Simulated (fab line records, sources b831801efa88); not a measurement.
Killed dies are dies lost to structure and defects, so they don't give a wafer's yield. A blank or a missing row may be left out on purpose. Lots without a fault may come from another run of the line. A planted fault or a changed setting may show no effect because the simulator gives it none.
A struck lot beside a sound one | flow gf180mcu | 14 steps out of a route of 602
Sound: wafers L721.1, L721.3, L721.5. Struck: wafers L726.3, L726.4, L726.6. The cause comes at the end.
At each step with rows: each side's tool, then ch and its chambers, then its first start. Under that, the readings that differ: sound wafers | struck wafers | difference of the means | sigmas: that difference in standard deviations of wafers without a fault.
alike: readings whose means differ by less than 2 such deviations, and words and numbers that are the same on both sides. not compared: withheld readings, readings that some wafer has no value for, bounds like >300 that may hide the same value, and numbers for which the record gives no deviation and whose values overlap.
The two part at a step that has a row with sigmas, a row that says differs or no value, or rows on one side only. Numbers that don't overlap but have no deviation are shown without sigmas and don't part them. A reading that every wafer of one side lacks parts them only if that side has two wafers or more.

first, 1 step without rows for these wafers: GF_PSD_CLEAN_12 (cleans in SC1/SC2, time 150 s).
GF_PSD_RTA_13: time 20 s.
  sound on rtp_anneal-02 ch 0, day 16 11:37; struck on rtp_anneal-02 ch 0, day 18 05:22
  alike: lamp_power_pct, wafer_temp_C_max
GF_PSD_RS_MEAS_14: measures by four-point-probe.
  sound on film_metro-01, day 16 11:42; struck on film_metro-02, day 18 05:28
  alike: NSD_RS
GF_PSD_RS_MEAS_15: measures by four-point-probe.
  sound on film_metro-01, day 16 11:49; struck on film_metro-02, day 18 05:35
  alike: PSD_RS
GF_SAB_CVD_00: deposits SiO2 from TEOS, target thk 50 nm, time 4.9302 s.
  sound on pecvd-01 ch 0,1,2, day 16 11:56; struck on pecvd-01 ch 1,2, day 18 05:40
  alike: heater_power_w
GF_SAB_THK_MEAS_01:
  sound on film_metro-04, day 16 11:58; struck on film_metro-03, day 18 05:42
  alike: SAB_CVD_00_THK
then, 6 steps without rows for these wafers: GF_SAB_DEHYDRATE_02 (time 60 s); GF_SAB_HMDS_03 (prime time 60 s); GF_SAB_COAT_04 (resist thk 1000 nm); GF_SAB_SOFTBAKE_05 (time 60 s); GF_SAB_EXPOSE_06 (exposes mask SAB, target cd 420 nm); GF_SAB_PEB_07.
GF_SAB_DEVELOP_08: develop time 60 s.
  sound on litho_track-04 ch 0, day 17 10:18; struck on litho_track-02, day 19 05:15
  no value came back on the struck wafers for chill_plate_temp_C (C), develop_time_s (s); on the sound wafers chill_plate_temp_C (C) reads 23.06 22.98 23.02
GF_SAB_CD_MEAS_09: target cd 420 nm.
  sound on cd_sem-01, day 17 10:27; struck on cd_sem-01, day 19 05:23
  reading    | sound             | struck | difference                    | sigmas
  cd_nm (nm) | 417.8 419.0 419.1 | - - -  | no value on the struck wafers |

WHERE THEY PART
First at GF_SAB_DEVELOP_08; last, within this record, at GF_SAB_CD_MEAS_09.

WHY: what the simulator had put in
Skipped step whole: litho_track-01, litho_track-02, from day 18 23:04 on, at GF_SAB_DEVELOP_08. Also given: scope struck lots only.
